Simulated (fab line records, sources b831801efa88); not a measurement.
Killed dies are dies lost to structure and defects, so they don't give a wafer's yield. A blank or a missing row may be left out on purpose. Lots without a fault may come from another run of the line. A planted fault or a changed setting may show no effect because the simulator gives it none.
One fault seen from 2 desks | flow sky130 | each desk has only its own numbers; what lay behind them comes last

THE TOOL OWNER'S DESK: implanter-03
The tool's own readings at SKY_SD_N_IMPLANT_09: means of the sampled wafers that have a number, for each lot that ran on this tool. A lot is out of limits, marked OUT, if its mean lies more than 4 standard deviations from the usual mean; the brackets give that distance.
Columns: A = beam_energy_keV at SKY_SD_N_IMPLANT_09, usual 50.001; B = tilt_deg at SKY_SD_N_IMPLANT_09, usual -0.003 degrees
lot  | first seen here | A                        | B
L501 | day 30 02:07    | 50.000                   | -0.013
L502 | day 30 14:01    | 52.210 (+99 or more) OUT | -0.006
L505 | day 31 05:52    | 52.239 (+99 or more) OUT | -0.001
L517 | day 34 19:12    | 49.995                   | -0.002
L518 | day 35 04:04    | 49.994                   | 0.000
This desk's finding: out of limits on L502, L505; first on L502, day 30 14:01 (beam_energy_keV at SKY_SD_N_IMPLANT_09). In limits: L501, L517, L518.

THE METROLOGY DESK
What the gauges read, lot by lot, whatever tool the lot ran on: means of the sampled wafers that have a number. A lot is out of limits, marked OUT, if its mean lies more than 4 standard deviations from the usual mean; the brackets give that distance.
Columns: A = SD_N_TW at SKY_SD_N_TW_MEAS_12, usual 3973; B = SD_N_RS at SKY_SD_N_RS_MEAS_16, usual 68.58 ohm/sq
lot  | first seen here | A    | B
L495 | day 28 05:29    | 3981 | 68.49
L499 | day 29 14:25    | 3954 | 68.56
L501 | day 30 02:29    | 3989 | 68.86
L503 | day 30 09:30    | 3983 | 68.51
L502 | day 30 14:25    | 4045 | 67.02 (-10) OUT
L505 | day 31 06:16    | 4018 | 67.07 (-10) OUT
L508 | day 34 09:16    | 3979 | 68.52
L514 | day 34 11:55    | 3956 | 68.70
L513 | day 34 12:09    | 3975 | 68.45
L512 | day 34 12:34    | 3948 | 68.53
L515 | day 34 14:44    | 3967 | 68.65
L517 | day 34 19:36    | 3988 | 68.68
L518 | day 35 04:28    | 3983 | 68.68
This desk's finding: out of limits on L502, L505; first on L502, day 30 14:43 (SD_N_RS at SKY_SD_N_RS_MEAS_16). In limits: L495, L499, L501, L503, L508, L514, L513, L512, L515, L517, L518.

PUT TOGETHER
The tool owner's desk could have raised an alarm at day 30 14:01, on L502, L505.
The metrology desk could have raised an alarm at day 30 14:43, on L502, L505.
Of the lots named, all ran SKY_SD_N_IMPLANT_09 on implanter-03.

WHAT THE SIMULATOR HAD PUT IN
Process parameter drift: implanter-03, from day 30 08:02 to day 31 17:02, at SKY_SD_N_IMPLANT_09. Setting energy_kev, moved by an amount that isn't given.
Lots struck among those shown: L502, L505.
Hours from the fault's start to each desk's first reading out of limits: the tool owner's desk, 6; the metrology desk, 7.
